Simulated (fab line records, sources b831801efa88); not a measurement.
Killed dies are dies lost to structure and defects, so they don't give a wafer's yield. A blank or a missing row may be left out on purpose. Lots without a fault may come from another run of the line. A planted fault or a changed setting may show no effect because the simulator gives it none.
A struck lot beside a sound one | flow sky130 | 42 steps out of a route of 708
Sound: wafers L540.1, L540.3, L540.4. Struck: wafers L556.1, L556.2, L556.4. The cause comes at the end.
At each step with rows: each side's tool, then ch and its chambers, then its first start. Under that, the readings that differ: sound wafers | struck wafers | difference of the means | sigmas: that difference in standard deviations of wafers without a fault.
alike: readings whose means differ by less than 2 such deviations, and words and numbers that are the same on both sides. not compared: withheld readings, readings that some wafer has no value for, bounds like >300 that may hide the same value, and numbers for which the record gives no deviation and whose values overlap.
The two part at a step that has a row with sigmas, a row that says differs or no value, or rows on one side only. Numbers that don't overlap but have no deviation are shown without sigmas and don't part them. A reading that every wafer of one side lacks parts them only if that side has two wafers or more.

SKY_POLY_CUT_ETCH_11: etches Si3N4 in CF4/CH2F2/Ar, stops on poly-Si, time 42.5 s, target depth 60 nm.
  sound on rie_diel-02 ch 1,2,3, day 25 22:11; struck on rie_diel-03 ch 1,2, day 31 05:53
  alike: drypump_motor_current_A, oes_product_au, throttle_valve_pct
  not compared: rf_hours_counter_h
SKY_POLY_CUT_STRIP_12: strips in O2/N2.
  sound on plasma_asher-01 ch 0,1, day 25 22:14; struck on plasma_asher-01 ch 0,1, day 31 05:56
  alike: drypump_motor_current_A, oes_product_au, strip_time_to_endpoint_s
  not compared: rf_hours_counter_h
then, 7 steps without rows for these wafers: SKY_SD_P_DEHYDRATE_00 (time 60 s); SKY_SD_P_HMDS_01 (prime time 60 s); SKY_SD_P_COAT_02 (resist thk 1140 nm); SKY_SD_P_SOFTBAKE_03 (time 60 s); SKY_SD_P_EXPOSE_04 (exposes mask PSDM, target cd 380 nm); SKY_SD_P_PEB_05; SKY_SD_P_DEVELOP_06 (develop time 60 s).
SKY_SD_P_CD_MEAS_07: target cd 380 nm.
  sound on cd_sem-02, day 27 03:55; struck on cd_sem-01, day 32 09:25
  alike: cd_nm
SKY_SD_P_OVL_MEAS_08:
  sound on overlay-02, day 27 04:02; struck on overlay-02, day 32 09:32
  alike: SD_P_OVL
then, 1 step without rows for these wafers: SKY_SD_P_IMPLANT_09.
SKY_SD_P_STRIP_10: strips in O2/N2.
  sound on plasma_asher-04 ch 0,1, day 27 04:13; struck on plasma_asher-03 ch 0,1, day 32 09:43
  alike: drypump_motor_current_A, oes_product_au, strip_time_to_endpoint_s
  not compared: rf_hours_counter_h
SKY_SD_P_TW_MEAS_11:
  sound on film_metro-02, day 27 04:19; struck on film_metro-02, day 32 09:49
  alike: SD_P_TW
then, 8 steps without rows for these wafers: SKY_RES_XHIGH_DEHYDRATE_00 (time 60 s); SKY_RES_XHIGH_HMDS_01 (prime time 60 s); SKY_RES_XHIGH_COAT_02 (resist thk 1140 nm); SKY_RES_XHIGH_SOFTBAKE_03 (time 60 s); SKY_RES_XHIGH_EXPOSE_04 (exposes mask URPM, target cd 1270 nm); SKY_RES_XHIGH_PEB_05; SKY_RES_XHIGH_DEVELOP_06 (develop time 60 s); SKY_RES_XHIGH_IMPLANT_07.
SKY_RES_XHIGH_STRIP_08: strips in O2/N2.
  sound on plasma_asher-01 ch 0,1, day 28 09:16; struck on plasma_asher-02 ch 0,1, day 33 12:50
  alike: drypump_motor_current_A, oes_product_au, strip_time_to_endpoint_s
  not compared: rf_hours_counter_h
SKY_RES_XHIGH_TW_MEAS_09:
  sound on film_metro-04, day 28 09:22; struck on film_metro-04, day 33 12:56
  alike: RES_XHIGH_TW
then, 7 steps without rows for these wafers: SKY_SD_N_DEHYDRATE_00 (time 60 s); SKY_SD_N_HMDS_01 (prime time 60 s); SKY_SD_N_COAT_02 (resist thk 1140 nm); SKY_SD_N_SOFTBAKE_03 (time 60 s); SKY_SD_N_EXPOSE_04 (exposes mask NSDM, target cd 380 nm); SKY_SD_N_PEB_05; SKY_SD_N_DEVELOP_06 (develop time 60 s).
SKY_SD_N_CD_MEAS_07: target cd 380 nm.
  sound on cd_sem-02, day 29 13:34; struck on cd_sem-01, day 34 14:53
  alike: cd_nm
SKY_SD_N_OVL_MEAS_08:
  sound on overlay-02, day 29 13:41; struck on overlay-02, day 34 15:01
  alike: SD_N_OVL
then, 2 steps without rows for these wafers: SKY_SD_N_IMPLANT_09; SKY_SD_N_IMPLANT_10.
SKY_SD_N_STRIP_11: strips in O2/N2.
  sound on plasma_asher-04 ch 0,1, day 29 14:01; struck on plasma_asher-01 ch 0,1, day 34 15:20
  alike: drypump_motor_current_A, oes_product_au, strip_time_to_endpoint_s
  not compared: rf_hours_counter_h
SKY_SD_N_TW_MEAS_12:
  sound on film_metro-04, day 29 14:07; struck on film_metro-02, day 34 15:26
  reading | sound          | struck         | difference | sigmas
  SD_N_TW | 3935 3925 3930 | 4027 4027 4023 | +96        | +2
then, 1 step without rows for these wafers: SKY_SD_N_CLEAN_13 (cleans in SC1/SC2, time 150 s).
SKY_SD_N_RTA_14: time 2 s.
  sound on rtp_anneal-01 ch 0, day 29 14:14; struck on rtp_anneal-01 ch 0, day 34 15:33
  alike: lamp_power_pct, wafer_temp_C_max
SKY_SD_N_RS_MEAS_16: measures by four-point-probe.
  sound on film_metro-03, day 29 14:25; struck on film_metro-02, day 34 15:44
  alike: SD_N_RS
SKY_SD_N_RS_MEAS_17: measures by four-point-probe.
  sound on film_metro-03, day 29 14:32; struck on film_metro-02, day 34 15:51
  alike: SD_P_RS
-- the record jumps here: 16 days lie between the struck wafers' starts before and after (it left off in module SD_N and takes up again in module PAD_OPEN, whose first step shown is number 708 of the route) --
SKY_PAD_OPEN_PROBE_99:
  the record has rows for the struck wafers here (prober-02, day 50 13:54) and none for the sound ones

WHERE THEY PART
First at SKY_SD_N_TW_MEAS_12; last, within this record, at SKY_PAD_OPEN_PROBE_99.

WHY: what the simulator had put in
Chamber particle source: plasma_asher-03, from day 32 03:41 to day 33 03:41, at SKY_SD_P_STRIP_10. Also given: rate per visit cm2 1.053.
